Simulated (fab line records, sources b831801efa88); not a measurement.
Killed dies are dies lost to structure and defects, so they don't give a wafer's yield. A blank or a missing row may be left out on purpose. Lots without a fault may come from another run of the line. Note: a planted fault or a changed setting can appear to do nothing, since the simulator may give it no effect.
fab line records -- flow sfq_line
[record] lots = 14, wafers = 42, last_day = 81
route steps=325 shown I3@146 M4@149 I4@176 JJ@191
lots with no fault: from the same line, run without faults
start_h: start of the lot's first displayed wafer, in hours after the record's first day -- wait_h: hours since the lot's step before -- " same as the row above -- L1.1+2: several wafers, shown together as one row -- - value missing, or start not given -- * or withheld: withheld -- < > ~ a bound
route shown NAME@n: names a module that has steps shown in the file, with the first one's number in the route -- usual: the fault-free wafers' mean and standard deviation -- same: alike in all rows -- chamber/n: place in a boat -- sites: readings site by site -- _std_site: the standard deviation of these -- _edge_site: outer sites' mean less inner sites' -- radius_mm: how far each site lies from the wafer's centre -- mask NAME#n: copy n -- behind: the most recent tool/chamber to have shaped the wafer -- hold: why the lot went on hold/how many hours it stayed there/how the hold came to an end -- device: names the non-switching transistor (n, p or np) -- end of line: tests run on the same wafers once the route is complete -- where a step has no rows: the recipe by itself -- killed: not the wafer's yield, but the dies lost to structure and defects at the first sort -- map: per-die view of a wafer (x killed, . not killed, _ where there is no die)
set.NAME: the run value of the setting; set.NAME@STEP: its run value at that earlier step -- model.NAME: the simulator's own value behind a step, which no gauge read
a sample of lots followed through the steps of the route, with each step as a table and each wafer as a row
services: a tool's chamber out of use, with start hour (start_h, from the record's first day; less than 0 if before it), hours out, and reason
[[steps]]
[step SFQ_TRILAYER_I3_VIA_STRIP_STRIP_089]
[recipe] gas = O2, power_w = 200, platen_temp_c = 40, overash_fraction = 0.65, chemistry = O2, pressure_mtorr = 50
[usual] chamber_pressure_mTorr = 50.00/0.048, drypump_motor_current_A = 5.9/0.36, oes_product_au = 0.998/0.011
lot.wafer,tool,chamber,start_h,wait_h,chamber_pressure_mTorr,drypump_motor_current_A,oes_product_au,rf_hours_counter_h
L107.2,rie_metal-01,1,849.24,-,49.95,5.7,0.991,10
L107.4,rie_metal-01,1,849.24,-,50.00,5.7,1.001,-
L107.6,rie_metal-01,0,849.24,-,49.99,5.8,0.995,-
L108.3,rie_metal-02,0,853.04,-,50.06,6.5,0.999,-
L108.4,rie_metal-02,1,853.04,-,50.05,5.2,0.991,-
L108.5,rie_metal-02,0,853.04,-,50.00,6.5,1.000,-
L110.1,rie_metal-01,0,869.64,-,49.98,5.8,0.994,151
L110.5,rie_metal-01,1,869.64,-,50.09,5.8,0.991,-
L110.6,rie_metal-01,0,869.64,-,50.02,5.8,0.991,-
L111.2,rie_metal-04,0,876.84,-,49.96,6.3,1.001,40
L111.3,rie_metal-04,0,876.84,-,50.01,6.3,0.997,-
L111.5,rie_metal-04,1,876.84,-,49.97,5.7,1.012,-
L112.4,rie_metal-01,0,892.64,-,49.98,5.8,0.992,-
L112.5,rie_metal-01,1,892.64,-,50.07,5.7,0.987,-
L112.6,rie_metal-01,0,892.64,-,49.94,5.7,0.995,-
L117.1,rie_metal-01,1,927.91,-,49.97,5.7,1.002,24
L117.3,rie_metal-01,1,927.91,-,50.12,5.7,0.991,-
L117.4,rie_metal-01,0,927.91,-,49.87,5.8,0.996,-
L120.1,rie_metal-04,1,1050.21,-,50.07,5.7,0.993,11
L120.3,rie_metal-04,0,1050.21,-,50.03,6.3,1.008,-
L120.4,rie_metal-04,1,1050.21,-,50.00,5.7,0.995,-
L121.1,rie_metal-04,0,1052.76,-,50.05,6.3,1.018,67
L121.2,rie_metal-04,1,1052.76,-,50.05,5.7,0.994,12
L121.6,rie_metal-04,1,1052.76,-,50.01,5.7,1.000,-
L122.3,rie_metal-02,1,1058.96,-,50.05,5.2,0.991,-
L122.4,rie_metal-02,0,1058.96,-,50.00,6.5,1.007,-
L122.6,rie_metal-02,0,1058.96,-,50.01,6.5,0.998,-
L123.2,rie_metal-01,1,1060.64,-,50.03,5.7,0.986,41
L123.5,rie_metal-01,0,1060.64,-,50.01,5.8,0.999,-
L123.6,rie_metal-01,1,1060.64,-,49.99,5.7,0.986,-
L124.1,rie_metal-02,0,1061.84,-,49.94,6.5,0.995,95
L124.5,rie_metal-02,1,1061.84,-,50.00,5.2,0.992,-
L124.6,rie_metal-02,0,1061.84,-,50.06,6.5,0.998,-
L128.1,rie_metal-02,0,1075.17,-,49.91,6.5,1.004,99
L128.2,rie_metal-02,0,1075.17,-,50.03,6.5,1.008,-
L128.3,rie_metal-02,0,1075.17,-,49.96,6.5,1.007,-
L129.1,rie_metal-01,0,1179.25,-,49.98,5.8,1.006,33
L129.4,rie_metal-01,0,1179.25,-,50.01,5.8,1.007,-
L129.5,rie_metal-01,1,1179.25,-,50.05,5.7,0.992,-
L130.2,rie_metal-04,0,1179.32,-,49.94,6.3,1.011,87
L130.4,rie_metal-04,0,1179.32,-,50.00,6.3,1.021,-
L130.5,rie_metal-04,1,1179.32,-,50.02,5.7,1.009,-
[step SFQ_TRILAYER_M4_DEP_SPUTTER_091]
[recipe] material = Nb, base_pressure_pa = 1.33e-06, chamber_pressure_pa = 0.1333, substrate_temp_c = 20, resputter_cathode_voltage_v = 400, target_thk_nm = 200, power_w = 2000, time_s = 133.3
[usual] throttle_valve_pct = 30.0/1.4
lot.wafer,tool,chamber,start_h,wait_h,throttle_valve_pct
L107.2,pvd_sputter-03,-,850.04,0.0,28.1
L107.4,pvd_sputter-03,-,850.04,0.0,32.5
L107.6,pvd_sputter-03,-,850.04,0.0,28.0
L108.3,pvd_sputter-04,-,853.64,0.0,30.3
L108.4,pvd_sputter-04,-,853.64,0.0,31.9
L108.5,pvd_sputter-04,-,853.64,0.0,30.2
L110.1,pvd_sputter-06,-,870.44,0.0,29.1
L110.5,pvd_sputter-06,-,870.44,0.0,28.9
L110.6,pvd_sputter-06,-,870.44,0.0,28.8
L111.2,pvd_sputter-03,-,877.82,0.0,28.2
L111.3,pvd_sputter-03,-,877.82,0.0,28.0
L111.5,pvd_sputter-03,-,877.82,0.0,28.1
L112.4,pvd_sputter-06,-,893.24,0.0,28.8
L112.5,pvd_sputter-06,-,893.24,0.0,28.8
L112.6,pvd_sputter-06,-,893.24,0.0,28.8
L117.1,pvd_sputter-06,-,928.72,0.0,28.7
L117.3,pvd_sputter-06,-,928.72,0.0,30.8
L117.4,pvd_sputter-06,-,928.72,0.0,28.9
L120.1,pvd_sputter-06,-,1051.21,0.0,29.0
L120.3,pvd_sputter-06,-,1051.21,0.0,29.0
L120.4,pvd_sputter-06,-,1051.21,0.0,28.8
L121.1,pvd_sputter-04,-,1053.57,0.0,31.1
L121.2,pvd_sputter-04,-,1053.57,0.0,31.3
L121.6,pvd_sputter-04,-,1053.57,0.0,31.4
L122.3,pvd_sputter-06,-,1059.57,0.0,29.3
L122.4,pvd_sputter-06,-,1059.57,0.0,29.0
L122.6,pvd_sputter-06,-,1059.57,0.0,29.0
L123.2,pvd_sputter-04,-,1061.45,0.0,31.5
L123.5,pvd_sputter-04,-,1061.45,0.0,31.1
L123.6,pvd_sputter-04,-,1061.45,0.0,32.1
L124.1,pvd_sputter-03,-,1062.65,0.0,32.3
L124.5,pvd_sputter-03,-,1062.65,0.0,28.0
L124.6,pvd_sputter-03,-,1062.65,0.0,32.5
L128.1,pvd_sputter-06,-,1076.57,0.0,28.9
L128.2,pvd_sputter-06,-,1076.57,0.0,28.7
L128.3,pvd_sputter-06,-,1076.57,0.0,30.9
L129.1,pvd_sputter-06,-,1180.05,0.0,31.1
L129.4,pvd_sputter-06,-,1180.05,0.0,28.8
L129.5,pvd_sputter-06,-,1180.05,0.0,28.7
L130.2,pvd_sputter-03,-,1180.12,0.0,30.6
L130.4,pvd_sputter-03,-,1180.12,0.0,32.4
L130.5,pvd_sputter-03,-,1180.12,0.0,28.1
[step SFQ_TRILAYER_I4_VIA_STRIP_STRIP_107]
[recipe] gas = O2, power_w = 200, platen_temp_c = 40, overash_fraction = 0.65, chemistry = O2, pressure_mtorr = 50
[usual] chamber_pressure_mTorr = 50.00/0.045, drypump_motor_current_A = 6.0/0.41, oes_product_au = 1.003/0.009
lot.wafer,tool,chamber,start_h,wait_h,chamber_pressure_mTorr,drypump_motor_current_A,oes_product_au,rf_hours_counter_h
L107.2,rie_metal-03,1,877.77,-,49.96,6.3,1.013,118
L107.4,rie_metal-03,1,877.77,-,50.00,6.3,0.993,-
L107.6,rie_metal-03,0,877.77,-,50.01,5.6,0.995,-
L108.3,rie_metal-04,1,879.17,-,50.08,5.7,1.012,-
L108.4,rie_metal-04,0,879.17,-,49.98,6.3,1.013,-
L108.5,rie_metal-04,1,879.17,-,50.02,5.7,1.015,-
L110.1,rie_metal-02,0,905.17,-,-,-,-,-
L110.5,rie_metal-02,0,905.17,-,-,-,-,-
L110.6,rie_metal-02,1,905.17,-,-,-,-,-
L111.2,rie_metal-03,1,916.72,-,-,-,-,-
L111.3,rie_metal-03,1,916.72,-,-,-,-,-
L111.5,rie_metal-03,0,916.72,-,-,-,-,-
L112.4,rie_metal-04,1,926.91,-,50.00,5.7,1.009,-
L112.5,rie_metal-04,0,926.91,-,50.09,6.3,1.001,-
L112.6,rie_metal-04,1,926.91,-,50.05,5.7,1.007,-
L117.1,rie_metal-02,1,1092.61,-,50.05,5.2,1.010,0
L117.3,rie_metal-02,0,1092.61,-,50.01,6.5,1.005,-
L117.4,rie_metal-02,1,1092.61,-,49.97,5.2,0.999,-
L120.1,rie_metal-03,1,1284.89,-,50.09,6.3,1.011,30
L120.3,rie_metal-03,0,1284.89,-,50.08,5.5,0.999,-
L120.4,rie_metal-03,1,1284.89,-,50.04,6.3,1.006,-
L121.1,rie_metal-04,1,1286.09,-,49.96,5.7,0.999,47
L121.2,rie_metal-04,0,1286.09,-,50.03,6.3,0.995,103
L121.6,rie_metal-04,1,1286.09,-,50.02,5.7,1.011,-
L122.3,rie_metal-04,1,1287.49,-,49.92,5.7,0.997,-
L122.4,rie_metal-04,0,1287.49,-,50.00,6.3,1.000,-
L122.6,rie_metal-04,1,1287.49,-,50.08,5.7,1.000,-
L123.2,rie_metal-02,1,1288.49,-,49.94,5.2,1.007,27
L123.5,rie_metal-02,0,1288.49,-,49.97,6.4,1.006,-
L123.6,rie_metal-02,1,1288.49,-,49.92,5.2,1.016,-
L124.1,rie_metal-03,0,1290.89,-,49.98,5.6,0.993,63
L124.5,rie_metal-03,0,1290.89,-,50.05,5.5,0.991,-
L124.6,rie_metal-03,1,1290.89,-,50.00,6.3,1.009,-
L128.1,rie_metal-03,1,1298.22,-,50.05,6.3,0.997,32
L128.2,rie_metal-03,0,1298.22,-,49.97,5.5,0.991,64
L128.3,rie_metal-03,1,1298.22,-,50.02,6.3,0.998,-
L129.1,rie_metal-03,0,1300.94,-,49.95,5.5,0.990,64
L129.4,rie_metal-03,1,1300.94,-,50.03,6.3,1.005,-
L129.5,rie_metal-03,0,1300.94,-,49.96,5.6,0.984,-
L130.2,rie_metal-04,1,1302.69,-,50.05,5.7,1.001,50
L130.4,rie_metal-04,1,1302.69,-,50.01,5.7,0.995,-
L130.5,rie_metal-04,1,1302.69,-,49.97,5.7,0.989,-
[step SFQ_JJ_OVL_MEAS_931]
[usual] J5_OVL = 4/5.7
lot.wafer,tool,chamber,start_h,wait_h,J5_OVL[nm]
L107.2,overlay-01,-,889.59,0.1,3
L107.4,overlay-01,-,889.59,0.1,6
L107.6,overlay-01,-,889.59,0.1,6
L108.3,overlay-01,-,891.99,0.1,-1
L108.4,overlay-01,-,891.99,0.1,-1
L108.5,overlay-01,-,891.99,0.1,-1
L110.1,overlay-02,-,924.57,0.1,13
L110.5,overlay-02,-,924.57,0.1,16
L110.6,overlay-02,-,924.57,0.1,13
L111.2,overlay-01,-,928.93,0.1,4
L111.3,overlay-01,-,928.93,0.1,2
L111.5,overlay-01,-,928.93,0.1,14
L112.4,overlay-01,-,932.54,0.1,9
L112.5,overlay-01,-,932.54,0.1,8
L112.6,overlay-01,-,932.54,0.1,10
L117.1,overlay-01,-,1129.73,0.1,-5
L117.3,overlay-01,-,1129.73,0.1,-3
L117.4,overlay-01,-,1129.73,0.1,-3
L120.1,overlay-01,-,1410.17,0.1,3
L120.3,overlay-01,-,1410.17,0.1,0
L120.4,overlay-01,-,1410.17,0.1,-8
L121.1,overlay-01,-,1412.70,0.1,7
L121.2,overlay-01,-,1412.70,0.1,1
L121.6,overlay-01,-,1412.70,0.1,9
L122.3,overlay-02,-,1416.35,0.1,1
L122.4,overlay-02,-,1416.35,0.1,2
L122.6,overlay-02,-,1416.35,0.1,1
L123.2,overlay-02,-,1417.55,0.1,17
L123.5,overlay-02,-,1417.55,0.1,16
L123.6,overlay-02,-,1417.55,0.1,13
L124.1,overlay-02,-,1421.24,0.1,-2
L124.5,overlay-02,-,1421.24,0.1,4
L124.6,overlay-02,-,1421.24,0.1,-1
L128.1,overlay-02,-,1432.82,0.1,1
L128.2,overlay-02,-,1432.82,0.1,-3
L128.3,overlay-02,-,1432.82,0.1,5
L129.1,overlay-01,-,1434.02,0.1,0
L129.4,overlay-01,-,1434.02,0.1,-4
L129.5,overlay-01,-,1434.02,0.1,4
L130.2,overlay-02,-,1435.22,0.1,1
L130.4,overlay-02,-,1435.22,0.1,-7
L130.5,overlay-02,-,1435.22,0.1,-7
[[services]]
tool,chamber,start_h,hours,kind
rie_metal-03,-,828.91,2.8,pm
pvd_sputter-03,-,833.67,2.4,repair
pvd_sputter-03,-,866.74,1.0,repair
pvd_sputter-06,-,871.40,3.2,repair
rie_metal-04,1,944.69,-,clean
rie_metal-04,1,944.69,21.1,scheduled_down
rie_metal-04,1,944.69,21.1,vent_cycle
pvd_sputter-06,-,979.65,3.6,repair
rie_metal-03,-,983.29,1.4,pm
pvd_sputter-03,-,1015.23,0.5,repair
pvd_sputter-06,-,1030.09,5.5,repair
rie_metal-01,-,1037.22,4.5,repair
rie_metal-02,1,1067.56,-,clean
rie_metal-02,1,1067.56,-,consumable_replace:focus_ring
rie_metal-02,1,1067.56,19.3,scheduled_down
pvd_sputter-06,-,1103.72,2.3,repair
rie_metal-03,-,1118.96,0.3,repair
pvd_sputter-06,-,1138.55,11.2,repair
pvd_sputter-04,-,1209.22,3.9,repair
pvd_sputter-04,-,1238.56,39.6,repair
pvd_sputter-04,-,1244.69,22.4,repair
rie_metal-02,-,1248.71,1.4,pm
rie_metal-01,1,1255.69,4.8,repair
rie_metal-02,-,1272.87,14.6,pm
[[key]]
[first_sign] step = SFQ_TRILAYER_I4_VIA_STRIP_STRIP_107, reading = tool_record, direction = missing
effect none on later readings
met_at SFQ_TRILAYER_I4_VIA_STRIP_STRIP_107
struck_lots L110,L111
not_acting_at SFQ_TRILAYER_I3_VIA_STRIP_STRIP_089,SFQ_TRILAYER_M4_DEP_SPUTTER_091,SFQ_JJ_OVL_MEAS_931
onset_between 877.77 905.17
[fault] kind = skipped_step_whole, tool = rie_metal-02,rie_metal-03, chamber = -, onset_h = 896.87, steps = SFQ_TRILAYER_I4_VIA_STRIP_STRIP_107, scope = struck_lots_only
